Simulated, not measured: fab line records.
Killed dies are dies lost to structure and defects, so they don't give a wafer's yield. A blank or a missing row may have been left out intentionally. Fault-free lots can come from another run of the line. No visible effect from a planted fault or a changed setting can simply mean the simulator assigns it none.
fab line records	flow sky130
record: lots: 7	wafers: 21	lastDay: 50
route steps=708 shown METAL1@446 VIA1@458 PAD_OPEN@708
lots that met no fault: from a run of the same line without faults
startH: the number of hours between the record's first day and the start of the first shown wafer of the lot	waitH: hours from the lot's prior step to this one	" as in the row above	L1.1+2: several wafers, shown together as one row	- no value present, or no start provided	* or withheld: withheld	< > ~ a bound
route shown NAME@n: a module of which the file shows steps, and the number in the route of the first	usual: mean/standard deviation of fault-free wafers	same: alike in all rows	chamber/n: place in a boat	sites: readings site by site	_std_site: the standard deviation of these	_edge_site: the outer-site mean with the inner-site mean subtracted	radiusMm: how far each site lies from the wafer's centre	mask NAME#n: copy n	behind: tool/chamber where the wafer was last shaped	hold: what put the lot on hold/how long, in hours/how the hold closed	device: the n, p or np transistor that did not switch	end of line: tests of these same wafers at the route's end	step lacking rows: just its recipe	killed: dies lost to structure and defects at the first sort, not the wafer's yield	map: per-die view of a wafer (x killed, . not killed, _ where there is no die)
set.NAME: setting as actually run; set.NAME@STEP: the setting as run at that earlier step	model.NAME: the simulator's own value behind a step, which no gauge read
lots at selected steps of the route; one table per step, one row per wafer
services: a tool's chamber out of use, with start hour (startH, from the record's first day; less than 0 if before it), hours out, and reason
== steps ==
step: SKY_METAL1_EXPOSE_12
recipe: maskId: MM1	na: 0.8	sourceShape: annular	sigmaInner: 0.55	sigmaOuter: 0.85	targetCdNm: 140	doseMj: 28
step: SKY_METAL1_PEB_13
recipe: pebTempC: withheld	pebTimeS: withheld	resist: KrF-thick
step: SKY_METAL1_DEVELOP_14
recipe: developTimeS: 60	resist: KrF-thick	devTempC: 21
step: SKY_METAL1_CD_MEAS_15
recipe: targetCdNm: 140
usual: cdNm: 139.9/1.5
lot.wafer	tool	chamber	startH	waitH	cdNm
L420.3	cdSem-02	-	798.93	-	138.5
L420.4	"	-	"	"	138.1
L420.6	"	-	"	"	139.4
L423.1	cdSem-01	-	812.19	-	139.5
L423.3	"	-	"	"	140.1
L423.4	"	-	"	"	140.4
L424.1	cdSem-02	-	818.80	-	139.9
L424.4	"	-	"	"	141.4
L424.6	"	-	"	"	139.9
L426.1	cdSem-02	-	832.15	-	141.8
L426.2	"	-	"	"	143.5
L426.3	"	-	"	"	142.3
L427.1	cdSem-02	-	840.05	-	139.3
L427.4	"	-	"	"	138.5
L427.5	"	-	"	"	137.6
L436.1	cdSem-02	-	906.80	-	140.0
L436.2	"	-	"	"	139.4
L436.6	"	-	"	"	139.9
L439.2	cdSem-02	-	921.16	-	141.9
L439.3	"	-	"	"	140.5
L439.5	"	-	"	"	142.3
step: SKY_METAL1_OVL_MEAS_16
usual: METAL1_OVL: 3/5.6
lot.wafer	tool	chamber	startH	waitH	METAL1_OVL[nm]
L420.3	overlay-01	-	799.02	0.1	6
L420.4	"	-	"	"	-4
L420.6	"	-	"	"	0
L423.1	overlay-01	-	812.31	0.1	3
L423.3	"	-	"	"	3
L423.4	"	-	"	"	-1
L424.1	overlay-02	-	818.92	0.1	6
L424.4	"	-	"	"	0
L424.6	"	-	"	"	1
L426.1	overlay-02	-	832.27	0.1	2
L426.2	"	-	"	"	4
L426.3	"	-	"	"	11
L427.1	overlay-01	-	840.17	0.1	15
L427.4	"	-	"	"	-1
L427.5	"	-	"	"	13
L436.1	overlay-01	-	906.92	0.1	-1
L436.2	"	-	"	"	9
L436.6	"	-	"	"	6
L439.2	overlay-02	-	921.27	0.1	-4
L439.3	"	-	"	"	-7
L439.5	"	-	"	"	-10
step: SKY_METAL1_DESCUM_17
recipe: chemistry: O2	sourcePowerW: 150	biasPowerW: 0	pressureMtorr: 10	tempC: 40	timeS: 8
usual: chamberPressureMTorr: 10.000/0.0091	drypumpMotorCurrentA: 5.5/0.4	oesProductAu: 0.997/0.0089
lot.wafer	tool	chamber	startH	waitH	chamberPressureMTorr	drypumpMotorCurrentA	oesProductAu	rfHoursCounterH
L420.3	rieMetal-03	1	799.06	0.0	10.017	5.1	1.011	-
L420.4	"	0	"	"	9.994	5.4	1.000	-
L420.6	"	1	"	"	9.995	5.2	1.001	-
L423.1	rieMetal-04	0	812.35	0.0	9.991	6.2	0.990	14
L423.3	"	0	"	"	9.993	6.2	0.988	-
L423.4	"	0	"	"	10.003	6.2	0.991	-
L424.1	rieMetal-03	1	818.95	0.0	9.998	5.2	1.005	1
L424.4	"	1	"	"	9.990	5.1	1.001	-
L424.6	"	1	"	"	10.008	5.1	1.009	-
L426.1	rieMetal-03	1	832.30	0.0	9.986	5.2	1.003	2
L426.2	"	0	"	"	9.994	5.5	1.009	14
L426.3	"	1	"	"	10.011	5.1	0.989	-
L427.1	rieMetal-03	1	840.20	0.0	10.016	5.1	0.997	2
L427.4	"	1	"	"	9.990	5.1	0.999	-
L427.5	"	1	"	"	9.999	5.1	0.988	-
L436.1	rieMetal-02	1	906.95	0.0	10.008	5.8	1.001	8
L436.2	"	0	"	"	9.995	5.0	0.991	7
L436.6	"	0	"	"	9.998	5.0	0.979	-
L439.2	rieMetal-02	1	921.30	0.0	9.993	5.8	0.995	9
L439.3	"	1	"	"	10.030	5.8	1.010	-
L439.5	"	1	"	"	10.010	5.8	0.994	-
step: SKY_METAL1_ETCH_18
recipe: chemistry: N2/H2	target: BARC	ionEnergyEv: 200	biasW: 100	pressureMtorr: 30	n2FlowSccm: 100	h2FlowSccm: 200	icpW: 500	stopOn: SiO2	timeS: 45.9	targetDepthA: 600
usual: chamberPressureMTorr: 30.000/0.028	drypumpMotorCurrentA: 5.5/0.39	n2FlowSccm: 100.00/0.3	oesProductAu: 0.854/0.0045	throttleValvePct: 13.224/0.0098
lot.wafer	tool	chamber	startH	waitH	chamberPressureMTorr	drypumpMotorCurrentA	n2FlowSccm	oesProductAu	rfHoursCounterH	throttleValvePct
L420.3	rieMetal-03	1	799.10	0.0	30.030	5.2	100.30	0.858	-	13.217
L420.4	"	0	"	"	29.994	5.5	99.96	0.855	-	13.211
L420.6	"	1	"	"	29.975	5.2	99.67	0.857	-	13.230
L423.1	rieMetal-04	0	812.41	0.1	29.968	6.2	100.10	0.856	14	13.211
L423.3	"	0	"	"	30.083	6.2	100.52	0.849	-	13.214
L423.4	"	0	"	"	29.998	6.2	99.99	0.848	-	13.223
L424.1	rieMetal-03	1	819.02	0.1	29.985	5.2	100.16	0.853	1	13.233
L424.4	"	1	"	"	29.987	5.1	100.58	0.846	-	13.220
L424.6	"	1	"	"	30.004	5.2	100.12	0.850	-	13.220
L426.1	rieMetal-03	1	832.34	0.0	30.013	5.2	99.33	0.854	2	13.218
L426.2	"	0	"	"	30.064	5.5	100.12	0.863	14	13.229
L426.3	"	1	"	"	29.968	5.2	99.85	0.850	-	13.237
L427.1	rieMetal-03	1	840.23	0.0	30.020	5.1	99.95	0.853	2	13.227
L427.4	"	1	"	"	30.023	5.2	99.91	0.860	-	13.219
L427.5	"	1	"	"	30.014	5.2	99.70	0.857	-	13.210
L436.1	rieMetal-02	1	906.99	0.0	30.006	5.8	99.65	0.857	8	13.233
L436.2	"	0	"	"	29.991	5.0	100.11	0.853	7	13.224
L436.6	"	0	"	"	29.980	5.0	99.88	0.853	-	13.230
L439.2	rieMetal-02	1	921.33	0.0	29.934	5.8	99.76	0.853	9	13.220
L439.3	"	1	"	"	30.013	5.8	100.13	0.860	-	13.229
L439.5	"	1	"	"	29.971	5.8	99.67	0.849	-	13.249
step: SKY_METAL1_METAL_ETCH_19
recipe: targetDepthA: 3600	stopOn: SiO2	overEtchFrac: 0.3	timeS: 78	chemistry: Cl2/BCl3	resistSidewallDeg: 88	pressureMtorr: 10	icpW: 900	biasW: 48.5	Cl2_flow_sccm: 60	bcl3FlowSccm: 30
usual: chamberPressureMTorr: 10.001/0.0092	drypumpMotorCurrentA: 5.5/0.4	oesProductAu: 0.855/0.0061	throttleValvePct: 22.263/0.0095
same: overEtchFrac: 0.3
lot.wafer	tool	chamber	startH	waitH	chamberPressureMTorr	drypumpMotorCurrentA	oesProductAu	rfHoursCounterH	throttleValvePct
L420.3	rieMetal-03	1	799.17	0.1	9.995	5.1	0.852	-	22.255
L420.4	"	0	"	"	9.983	5.5	0.863	-	22.257
L420.6	"	1	"	"	9.996	5.2	0.859	-	22.281
L423.1	rieMetal-04	0	812.54	0.1	9.982	6.2	0.848	14	22.249
L423.3	"	0	"	"	10.006	6.2	0.855	-	22.271
L423.4	"	0	"	"	9.994	6.2	0.849	-	22.268
L424.1	rieMetal-03	1	819.14	0.1	10.027	5.1	0.856	1	22.278
L424.4	"	1	"	"	10.022	5.1	0.856	-	22.252
L424.6	"	1	"	"	10.006	5.1	0.848	-	22.259
L426.1	rieMetal-03	1	832.40	0.0	10.003	5.1	0.850	2	22.252
L426.2	"	0	"	"	10.013	5.5	0.852	14	22.263
L426.3	"	1	"	"	10.003	5.2	0.855	-	22.267
L427.1	rieMetal-03	1	840.30	0.0	10.000	5.1	0.852	2	22.262
L427.4	"	1	"	"	10.015	5.2	0.862	-	22.275
L427.5	"	1	"	"	10.015	5.2	0.853	-	22.261
L436.1	rieMetal-02	1	907.05	0.0	10.011	5.8	0.859	8	22.249
L436.2	"	0	"	"	10.003	5.0	0.863	7	22.270
L436.6	"	0	"	"	9.991	5.0	0.858	-	22.275
L439.2	rieMetal-02	1	921.39	0.0	9.987	5.8	0.853	9	22.262
L439.3	"	1	"	"	10.001	5.8	0.847	-	22.258
L439.5	"	1	"	"	10.004	5.8	0.854	-	22.267
step: SKY_METAL1_STRIP_20
recipe: chemistry: O2/N2	powerW: 1400	pressureMtorr: 1500	platenTempC: withheld	o2FlowSccm: 3000	n2FlowSccm: 300	overashFraction: 0.5
usual: chamberPressureMTorr: 1500.0/1.3	drypumpMotorCurrentA: 5.5/0.4	n2FlowSccm: 299.9/0.9	oesProductAu: 0.344/0.0053	stripTimeToEndpointS: 2.71/0.048
lot.wafer	tool	chamber	startH	waitH	chamberPressureMTorr	drypumpMotorCurrentA	n2FlowSccm	oesProductAu	rfHoursCounterH	stripTimeToEndpointS
L420.3	plasmaAsher-04	0	799.26	0.1	1499.1	5.7	300.7	0.341	-	2.65
L420.4	"	1	"	"	1500.6	5.6	299.4	0.341	-	2.68
L420.6	"	1	"	"	1499.1	5.6	300.7	0.345	-	2.69
L423.1	plasmaAsher-01	0	812.72	0.1	1498.8	6.0	300.6	0.342	37	2.75
L423.3	"	1	"	"	1498.4	6.0	300.4	0.351	-	2.79
L423.4	"	0	"	"	1496.3	5.9	300.1	0.342	-	2.76
L424.1	plasmaAsher-03	0	819.32	0.1	1500.1	4.9	300.6	0.339	99	2.69
L424.4	"	1	"	"	1499.2	5.3	299.2	0.341	-	2.66
L424.6	"	1	"	"	1500.9	5.3	300.1	0.346	-	2.68
L426.1	plasmaAsher-04	0	832.49	0.1	1499.8	5.6	299.2	0.342	65	2.69
L426.2	"	1	"	"	1499.7	5.6	298.7	0.343	65	2.71
L426.3	"	1	"	"	1499.5	5.6	299.1	0.344	-	2.69
L427.1	plasmaAsher-04	1	840.39	0.1	1499.7	5.6	300.3	0.347	65	2.67
L427.4	"	1	"	"	1500.4	5.6	299.6	0.342	-	2.70
L427.5	"	0	"	"	1501.8	5.7	300.3	0.346	-	2.70
L436.1	plasmaAsher-04	0	907.14	0.1	1501.2	5.7	299.7	0.337	72	2.69
L436.2	"	1	"	"	1499.6	5.6	300.4	0.348	72	2.70
L436.6	"	1	"	"	1499.7	5.6	300.4	0.349	-	2.72
L439.2	plasmaAsher-04	0	921.48	0.1	1501.7	5.7	299.7	0.343	73	2.69
L439.3	"	1	"	"	1500.3	5.6	299.6	0.339	-	2.72
L439.5	"	1	"	"	1499.7	5.6	299.2	0.355	-	2.69
step: SKY_METAL1_STRIP_21
recipe: chemistry: postEtchResidueRemover	timeS: 1200	tempC: 72.5
step: SKY_METAL1_CLEAN_22
recipe: chemistry: IPA	timeS: 180	tempC: 25
step: SKY_METAL1_CLEAN_23
recipe: chemistry: O3/DIW	dry: n2Spin
step: SKY_VIA1_HDPCVD_00
recipe: material: SiO2	targetThkNm: 1030	sigmaOpenFrac: 0.3	timeS: 171.7	tempC: 400	sih4FlowSccm: 60	pressureMtorr: 6
lot.wafer	tool	chamber	startH	waitH
L420.3+4+6	hdpcvd-01	2,1,0	800.29	0.0
L423.1+3+4	hdpcvd-02	0,1,2	813.31	0.0
L424.1+4+6	hdpcvd-02	1,0,2	819.95	0.0
L424.1+4+6	hdpcvd-02	1,0,2	820.23	0.2
L426.1+2+3	hdpcvd-02	0,2,1	833.09	0.0
L426.1+2+3	hdpcvd-02	0,2,1	833.37	0.2
L427.1+4+5	hdpcvd-02	0,0,2	840.99	0.0
L427.1+4+5	hdpcvd-02	0,0,2	841.26	0.2
L436.1+2+6	hdpcvd-01	0,1,0	907.73	0.0
L439.2+3+5	hdpcvd-01	2,0,0	922.07	0.0
step: SKY_VIA1_THK_MEAS_01
recipe: reads: SiO2_of_VIA1_HDPCVD_00
usual: VIA1_HDPCVD_THK: 1030/8.8
lot.wafer	tool	chamber	startH	waitH	VIA1_HDPCVD_THK[nm]
L420.3	filmMetro-04	-	800.43	0.1	1037
L420.4	"	-	"	"	1017
L420.6	"	-	"	"	1026
L423.1	filmMetro-01	-	813.43	0.1	1027
L423.3	"	-	"	"	1010
L423.4	"	-	"	"	1011
L424.1	filmMetro-01	-	820.34	0.1	2062
L424.4	"	-	"	"	2075
L424.6	"	-	"	"	2039
L426.1	filmMetro-02	-	833.48	0.1	2051
L426.2	"	-	"	"	2041
L426.3	"	-	"	"	2063
L427.1	filmMetro-01	-	841.38	0.1	2043
L427.4	"	-	"	"	2058
L427.5	"	-	"	"	2034
L436.1	filmMetro-01	-	907.84	0.1	1032
L436.2	"	-	"	"	1033
L436.6	"	-	"	"	1030
L439.2	filmMetro-01	-	922.20	0.1	1047
L439.3	"	-	"	"	1034
L439.5	"	-	"	"	1033
step: SKY_VIA1_CMP_02
recipe: material: SiO2	downForcePsi: 4	platenRpm: 60	padVelocityMS: 0.94248
usual: motorCurrentA: 12.5/1.2
lot.wafer	tool	chamber	startH	waitH	motorCurrentA
L420.4	cmp-01	0	800.64	0.2	10.9
L420.3	"	2	"	"	13.0
L420.6	"	3	"	"	10.7
L423.1	cmp-02	0	813.49	0.1	15.0
L423.4	"	1	"	"	12.5
L423.3	"	3	"	"	14.5
L424.1	cmp-02	0	820.50	0.1	15.3
L424.4	"	1	"	"	13.0
L424.6	"	2	"	"	11.6
L426.2	cmp-01	1	833.96	0.5	13.0
L426.1	"	3	"	"	11.3
L426.3	"	0	"	"	11.0
L427.1	cmp-01	2	841.76	0.4	12.9
L427.4	"	1	"	"	13.1
L427.5	"	2	"	"	12.2
L436.1	cmp-01	2	907.95	0.1	13.1
L436.2	"	0	"	"	11.6
L436.6	"	2	"	"	13.3
L439.2	cmp-01	1	922.35	0.1	12.4
L439.3	"	2	"	"	12.5
L439.5	"	0	"	"	11.1
step: SKY_PAD_OPEN_PROBE_99
usual: defectLimitedYield: 82.8/1.9	killed_at_M0_to_M3: 43/7.3	killed_at_M4_up: 3.6/1.9	killedAtContacts: 23/5.3	killedAtFrontEnd: 15/4.5	killedAtOther: 0.3/0.72	killedDies: 85/9.4	killedOnRim: 17/4.2	killedOpen: 46/6.7	killedShort: 38/6.8	sort_bin_3_pad_short: 0.8/0.36	sort_bin_5_function: 10.1/1.3	sort_bin_6_memory: 6.3/1.2	sortNPass: 407/9.4	sortYieldPct: 82.8/1.9
same: grossDies: 492	killedAtBackSide: 0	sort_bin_4_leakage[%]: 0	sort_bin_8_speed[%]: 0
lot.wafer	tool	chamber	startH	waitH	defectLimitedYield[%]	killed_at_M0_to_M3	killed_at_M4_up	killedAtContacts	killedAtFrontEnd	killedAtOther	killedDies	killedOnRim	killedOpen	killedShort	sort_bin_3_pad_short[%]	sort_bin_5_function[%]	sort_bin_6_memory[%]	sortNPass	sortYieldPct[%]
L424.6	prober-02	-	1120.77	0.2	81.1	46	1	31	15	0	93	19	58	35	0	10.6	8.3	399	81.1
L426.1	prober-01	-	1129.03	0.1	79.3	60	2	21	19	0	102	27	57	44	0.4	13.0	7.3	390	79.3
L426.2	prober-01	-	1129.08	0.1	83.5	33	2	29	17	0	81	14	40	40	1.4	9.8	5.3	411	83.5
L426.3	prober-01	-	1129.13	0.2	82.3	34	4	27	22	0	87	22	45	42	1.2	10.0	6.5	405	82.3
L427.1	prober-02	-	1134.22	0.1	87.6	32	6	13	10	0	61	12	36	25	0.4	8.7	3.3	431	87.6
L427.4	prober-02	-	1134.37	0.2	82.5	46	7	23	10	0	86	14	48	38	1.6	10.2	5.7	406	82.5
L427.5	prober-02	-	1134.42	0.2	84.6	33	1	31	10	1	76	19	48	28	1.4	7.7	6.3	416	84.6
L436.1	prober-02	-	1180.41	0.1	83.5	38	3	30	10	0	81	14	46	35	0.6	10.2	5.7	411	83.5
L436.2	prober-02	-	1180.46	0.1	80.1	55	7	22	14	0	98	18	54	44	0.6	11.8	7.5	394	80.1
L436.6	prober-02	-	1180.66	0.2	82.9	41	3	26	14	0	84	17	45	39	1.0	11.0	5.1	408	82.9
L439.2	prober-02	-	1190.56	0.1	82.1	47	7	15	19	0	88	20	44	44	0.6	10.4	6.9	404	82.1
L439.3	prober-02	-	1190.61	0.2	81.5	45	4	26	16	0	91	17	48	43	0.6	9.3	8.5	401	81.5
L439.5	prober-02	-	1190.71	0.2	84.3	38	2	20	17	0	77	12	52	25	0.4	10.2	5.1	415	84.3
killed by level:class
L424.6 VIA1:geometricParticle:open=13 CONTACT:geometricParticle:open=9 VIA3:geometricParticle:open=9 CONTACT:geometricParticle:short=7 LI_CONTACT:geometricParticle:open=7 LOCAL_INTERCONNECT:geometricParticle:short=5 METAL2:geometricParticle:short=5 FIELD_ISO:geometricParticle:short=4
L426.1 VIA1:geometricParticle:open=13 VIA1:geometricParticle:short=9 VIA2:geometricParticle:open=9 VIA2:geometricParticle:short=8 POLY_GATE:geometricParticle:open=7 CONTACT:geometricParticle:open=7 METAL1:geometricParticle:short=7 LI_CONTACT:geometricParticle:open=6
L426.2 CONTACT:geometricParticle:open=8 VIA1:geometricParticle:open=8 LOCAL_INTERCONNECT:geometricParticle:short=7 POLY_GATE:geometricParticle:short=6 VIA1:geometricParticle:short=6 CONTACT:geometricParticle:short=6 LI_CONTACT:geometricParticle:open=5 FIELD_ISO:geometricParticle:open=4
L426.3 CONTACT:geometricParticle:open=12 POLY_GATE:geometricParticle:short=8 LOCAL_INTERCONNECT:geometricParticle:short=8 VIA1:geometricParticle:open=7 METAL1:geometricParticle:short=7 POLY_GATE:geometricParticle:open=6 VIA2:geometricParticle:open=5 FIELD_ISO:geometricParticle:open=4
L427.1 VIA1:geometricParticle:open=10 METAL2:geometricParticle:short=8 LI_CONTACT:geometricParticle:open=6 VIA3:geometricParticle:open=6 POLY_GATE:geometricParticle:open=4 METAL4:geometricParticle:short=4 FIELD_ISO:geometricParticle:short=3 VIA3:geometricParticle:short=3
L427.4 VIA1:geometricParticle:open=16 CONTACT:geometricParticle:open=11 METAL4:geometricParticle:short=6 METAL2:geometricParticle:short=6 CONTACT:geometricParticle:short=5 VIA1:geometricParticle:short=5 VIA3:geometricParticle:open=4 POLY_GATE:geometricParticle:open=4
L427.5 LI_CONTACT:geometricParticle:open=11 VIA1:geometricParticle:open=10 CONTACT:geometricParticle:open=10 LI_CONTACT:geometricParticle:short=5 METAL2:geometricParticle:short=5 METAL1:geometricParticle:short=4 VIA2:geometricParticle:open=4 VIA3:geometricParticle:open=4
L436.1 LI_CONTACT:geometricParticle:open=11 VIA1:geometricParticle:short=9 VIA1:geometricParticle:open=8 CONTACT:geometricParticle:open=7 VIA3:geometricParticle:open=6 CONTACT:geometricParticle:short=4 METAL1:geometricParticle:short=4 METAL2:geometricParticle:short=4
L436.2 METAL1:geometricParticle:short=9 CONTACT:geometricParticle:open=9 VIA1:geometricParticle:open=9 VIA2:geometricParticle:open=8 POLY_GATE:geometricParticle:open=6 LI_CONTACT:geometricParticle:open=5 VIA1:geometricParticle:short=5 METAL2:geometricParticle:short=4
L436.6 CONTACT:geometricParticle:open=12 VIA2:geometricParticle:open=8 METAL1:geometricParticle:short=6 VIA1:geometricParticle:open=6 CONTACT:geometricParticle:short=5 VIA1:geometricParticle:short=5 POLY_GATE:geometricParticle:open=4 LI_CONTACT:geometricParticle:open=4
L439.2 VIA1:geometricParticle:open=8 FIELD_ISO:geometricParticle:short=7 LI_CONTACT:geometricParticle:open=6 METAL1:geometricParticle:short=6 VIA3:geometricParticle:short=5 POLY_GATE:geometricParticle:open=5 METAL2:geometricParticle:short=5 VIA2:geometricParticle:open=5
L439.3 CONTACT:geometricParticle:open=10 VIA1:geometricParticle:open=10 VIA3:geometricParticle:open=7 LI_CONTACT:geometricParticle:open=6 LOCAL_INTERCONNECT:geometricParticle:short=6 VIA1:geometricParticle:short=6 VIA2:geometricParticle:open=6 FIELD_ISO:geometricParticle:open=5
L439.5 VIA1:geometricParticle:open=12 FIELD_ISO:geometricParticle:open=8 LI_CONTACT:geometricParticle:open=7 CONTACT:geometricParticle:open=7 VIA2:geometricParticle:open=6 FIELD_ISO:geometricParticle:short=4 METAL1:geometricParticle:short=3 CONTACT:geometricParticle:short=3
== services ==
tool	chamber	startH	hours	kind
cmp-02	-	784.96	0.7	repair
rieMetal-04	1	804.21	-	clean
rieMetal-04	1	804.21	17.7	scheduledDown
rieMetal-04	1	804.21	17.7	ventCycle
plasmaAsher-01	-	810.79	1.6	repair
rieMetal-03	0	815.97	13.1	repair
cmp-01	-	823.52	1.5	repair
cmp-01	-	827.18	5.9	pm
cmp-02	-	830.92	0.2	repair
plasmaAsher-03	-	833.03	3.5	repair
plasmaAsher-04	-	833.26	2.3	repair
cmp-02	-	840.00	6.9	pm
plasmaAsher-04	-	848.17	2.3	repair
cmp-02	-	858.30	3.0	pm
cmp-01	-	861.34	4.4	pm
rieMetal-04	0	861.84	1.7	repair
rieMetal-04	-	863.24	1.1	repair
hdpcvd-01	-	866.80	2.8	pm
rieMetal-04	0	874.65	-	clean
cmp-02	-	878.64	1.5	repair
hdpcvd-01	-	882.14	0.5	repair
rieMetal-02	-	887.28	1.4	pm
cmp-01	-	900.26	4.1	repair
cmp-02	-	912.38	4.0	pm
== key ==
firstSign: step: SKY_VIA1_HDPCVD_00	reading: visit	direction: added
effect: step: SKY_VIA1_THK_MEAS_01	reading: VIA1_HDPCVD_THK	direction: up	sigmas: 99+	usual: 1030	struck: 2052
metAt SKY_VIA1_HDPCVD_00
struckWafers L424.1,L424.4,L424.6,L426.1,L426.2,L426.3,L427.1,L427.4,L427.5
fault: kind: repeatedStepWhole	tool: hdpcvd-01,hdpcvd-02	chamber: -	onsetH: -	steps: SKY_VIA1_HDPCVD_00	times: 1	scope: struckLotsOnly
